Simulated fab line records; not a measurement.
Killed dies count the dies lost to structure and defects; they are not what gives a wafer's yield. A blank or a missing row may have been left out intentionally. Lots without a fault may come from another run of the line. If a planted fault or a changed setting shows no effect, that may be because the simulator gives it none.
What tool caused it? | flow gf180mcu | 13 lots with 39 wafers sampled at 5 steps, on a route of 602 steps

WHAT EACH GAUGE READ, for each wafer
GF_V3_OVL_MEAS_15. Usual: for V3_OVL the level is 4 nm and the standard deviation is 5.3.
lot  | measured     | on         | V3_OVL (nm) | flag
L132 | day 22 11:58 | overlay-01 | 3 8 6       |
L133 | day 22 16:53 | overlay-01 | 8 5 7       |
L134 | day 23 02:44 | overlay-02 | -3 -3 -3    |
L136 | day 24 01:29 | overlay-01 | 5 2 -1      |
L138 | day 25 01:14 | overlay-02 | -3 2 12     |
L139 | day 25 05:26 | overlay-01 | -4 4 -3     |
L142 | day 26 01:56 | overlay-01 | 9 9 9       |
L148 | day 27 21:52 | overlay-01 | -1 0 7      |
L149 | day 28 01:55 | overlay-01 | 1 -5 7      |
L151 | day 28 18:52 | overlay-02 | 0 8 4       |
L153 | day 29 10:58 | overlay-02 | 3 2 -3      |
L154 | day 29 13:41 | overlay-02 | 6 4 8       |
L155 | day 29 15:59 | overlay-02 | 1 5 -4      |

GF_M4_RS_MEAS_05: the measuring method here is four-point-probe. Usual: for M4_ALCU_RS the level is 0.0696 ohm/sq and the standard deviation is 0.0005.
lot  | measured     | on            | M4_ALCU_RS (ohm/sq)  | flag
L132 | day 22 13:35 | film-metro-04 | 0.0687 0.0695 0.0692 |
L133 | day 23 03:38 | film-metro-01 | 0.0703 0.0700 0.0697 |
L134 | day 23 05:27 | film-metro-03 | 0.0694 0.0691 0.0696 |
L136 | day 24 03:07 | film-metro-04 | 0.0691 0.0693 0.0695 |
L138 | day 25 02:53 | film-metro-03 | 0.0692 0.0697 0.0692 |
L139 | day 25 07:05 | film-metro-04 | 0.0692 0.0693 0.0689 |
L142 | day 26 03:33 | film-metro-04 | 0.0693 0.0697 0.0694 |
L148 | day 27 23:49 | film-metro-01 | 0.0690 0.0693 0.0696 |
L149 | day 28 03:32 | film-metro-03 | 0.0689 0.0685 0.0697 |
L151 | day 28 20:31 | film-metro-04 | 0.0697 0.0696 0.0699 |
L153 | day 29 12:37 | film-metro-03 | 0.0700 0.0702 0.0700 |
L154 | day 29 15:20 | film-metro-04 | 0.0691 0.0693 0.0697 |
L155 | day 29 17:37 | film-metro-04 | 0.0687 0.0692 0.0689 |

GF_V5_THK_MEAS_01. Usual: for V5_CVD_00_THK the level is 299.3 nm and the standard deviation is 2.6.
lot  | measured     | on            | V5_CVD_00_THK (nm) | flag
L132 | day 26 08:12 | film-metro-01 | 299.7 301.4 300.3  |
L133 | day 26 21:31 | film-metro-02 | 295.3 297.6 295.7  |
L134 | day 27 00:34 | film-metro-01 | 296.0 298.6 297.1  |
L136 | day 27 20:01 | film-metro-01 | 301.3 302.0 298.7  |
L138 | day 28 17:42 | film-metro-01 | 300.2 297.5 299.3  |
L139 | day 28 21:07 | film-metro-01 | 357.6 298.9 297.1  | OFF
L142 | day 29 15:56 | film-metro-04 | 357.8 300.7 298.2  | OFF
L148 | day 31 06:49 | film-metro-02 | 299.3 297.9 295.4  |
L149 | day 31 11:01 | film-metro-04 | 295.0 300.8 299.0  |
L151 | day 32 01:19 | film-metro-02 | 301.7 297.2 300.0  |
L153 | day 32 16:08 | film-metro-04 | 298.5 297.8 299.5  |
L154 | day 32 18:16 | film-metro-01 | 300.8 300.9 298.6  |
L155 | day 32 19:59 | film-metro-02 | 301.9 301.7 299.4  |

WHAT TOOL EACH LOT RAN ON (gives the tool, then ch and the chambers of the sampled wafers, and finally the start)
lot  | GF_V3_SPUTTER_21             | GF_V5_CVD_00
L132 | pvd-sputter-04, day 22 12:40 | hdpcvd-02 ch 0,1, day 26 08:09
L133 | pvd-sputter-03, day 22 17:34 | hdpcvd-01 ch 0,2, day 26 21:26
L134 | pvd-sputter-04, day 23 03:25 | hdpcvd-01 ch 0,1,2, day 27 00:29
L136 | pvd-sputter-02, day 24 02:13 | hdpcvd-02 ch 0,1, day 27 19:57
L138 | pvd-sputter-03, day 25 01:55 | hdpcvd-01 ch 0,2, day 28 17:38
L139 | pvd-sputter-03, day 25 06:10 | hdpcvd-01 ch 0,1,2, day 28 21:04
L142 | pvd-sputter-03, day 26 02:37 | hdpcvd-01 ch 0,1,2, day 29 15:53
L148 | pvd-sputter-03, day 27 22:44 | hdpcvd-02 ch 0,1,2, day 31 06:46
L149 | pvd-sputter-03, day 28 02:37 | hdpcvd-02 ch 0,1,2, day 31 10:58
L151 | pvd-sputter-04, day 28 19:36 | hdpcvd-02 ch 0,1,2, day 32 01:17
L153 | pvd-sputter-03, day 29 11:42 | hdpcvd-02 ch 0,2, day 32 16:05
L154 | pvd-sputter-04, day 29 14:24 | hdpcvd-02 ch 0,2, day 32 18:09
L155 | pvd-sputter-03, day 29 16:41 | hdpcvd-02 ch 1,2, day 32 19:56
- GF_V3_SPUTTER_21: material Ti, target thk 15 nm, time 80.02 s.
- GF_V5_CVD_00: deposits SiO2, target thk 300 nm, time 50 s.

AS READ BY THE TOOLS THEMSELVES (means over the sampled wafers that have a number; for cases with no such wafer, the mark the record gives instead)
GF_V3_SPUTTER_21. Usual: 29.6 % for throttle-valve-pct, sd 0.83.
lot  | tool           | throttle-valve-pct (%) | flag
L132 | pvd-sputter-04 | 30.5                   |
L133 | pvd-sputter-03 | 30.0                   |
L134 | pvd-sputter-04 | 29.9                   |
L136 | pvd-sputter-02 | 28.6                   |
L138 | pvd-sputter-03 | 29.5                   |
L139 | pvd-sputter-03 | 29.5                   |
L142 | pvd-sputter-03 | 29.2                   |
L148 | pvd-sputter-03 | 29.6                   |
L149 | pvd-sputter-03 | 29.7                   |
L151 | pvd-sputter-04 | 30.0                   |
L153 | pvd-sputter-03 | 29.6                   |
L154 | pvd-sputter-04 | 30.3                   |
L155 | pvd-sputter-03 | 29.5                   |

GF_V5_CVD_00. Usual: 60.01 sccm for sih4-flow-sccm, sd 0.2.
lot  | tool      | sih4-flow-sccm (sccm) | flag
L132 | hdpcvd-02 | 59.79                 |
L133 | hdpcvd-01 | 59.71                 |
L134 | hdpcvd-01 | 60.05                 |
L136 | hdpcvd-02 | 59.95                 |
L138 | hdpcvd-01 | 59.97                 |
L139 | hdpcvd-01 | 64.05                 | OFF
L142 | hdpcvd-01 | 64.10                 | OFF
L148 | hdpcvd-02 | 60.02                 |
L149 | hdpcvd-02 | 59.95                 |
L151 | hdpcvd-02 | 59.96                 |
L153 | hdpcvd-02 | 59.93                 |
L154 | hdpcvd-02 | 59.83                 |
L155 | hdpcvd-02 | 59.88                 |

THE ANSWER, worked out from the rows above alone
Rule: take the mean of a lot's wafers that have a number; if it is more than 3 standard deviations from the usual mean, the lot is off. A lot without any number at a reading at which 4 lots or more have one is off too. Where the step has rows for the other lots, those lots are counted as sound. Order of review: gauges by route order, followed by the tools' own readings, for which a lot's mean as printed above is used. At the first step where some lot is off, the reading lying furthest off is the one used; lots without a number count as furthest.
Off: L139, L142, at GF_V5_THK_MEAS_01 (V5_CVD_00_THK).
If a tool, at a process step before that reading, ran all the lots that are off and no sound lot after the first of them, it fits. Not tried: the gauges at GF_V5_THK_MEAS_01; whatever is off there is also off at GF_V5_CVD_00, on other tools, and gauge error can't account for it. One fits: GF_V5_CVD_00 on hdpcvd-01. Its last sound lot is L138 (day 28 17:38), its first lot that is off L139 (day 28 21:04): a fault that began between those two fits.
The tool's own readings at GF_V5_CVD_00 bear it out: on the lots that are off they differ by more than 5 times the standard deviation of the sound lots' means. sih4-flow-sccm reads 64.07 sccm there against 59.91 sccm on the sound lots.

WHAT HAD BEEN PUT IN BY THE SIMULATOR
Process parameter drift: hdpcvd-01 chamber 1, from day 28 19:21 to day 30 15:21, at GF_V5_CVD_00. Setting sih4-flow-sccm shifted by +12 from 60. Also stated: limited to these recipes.
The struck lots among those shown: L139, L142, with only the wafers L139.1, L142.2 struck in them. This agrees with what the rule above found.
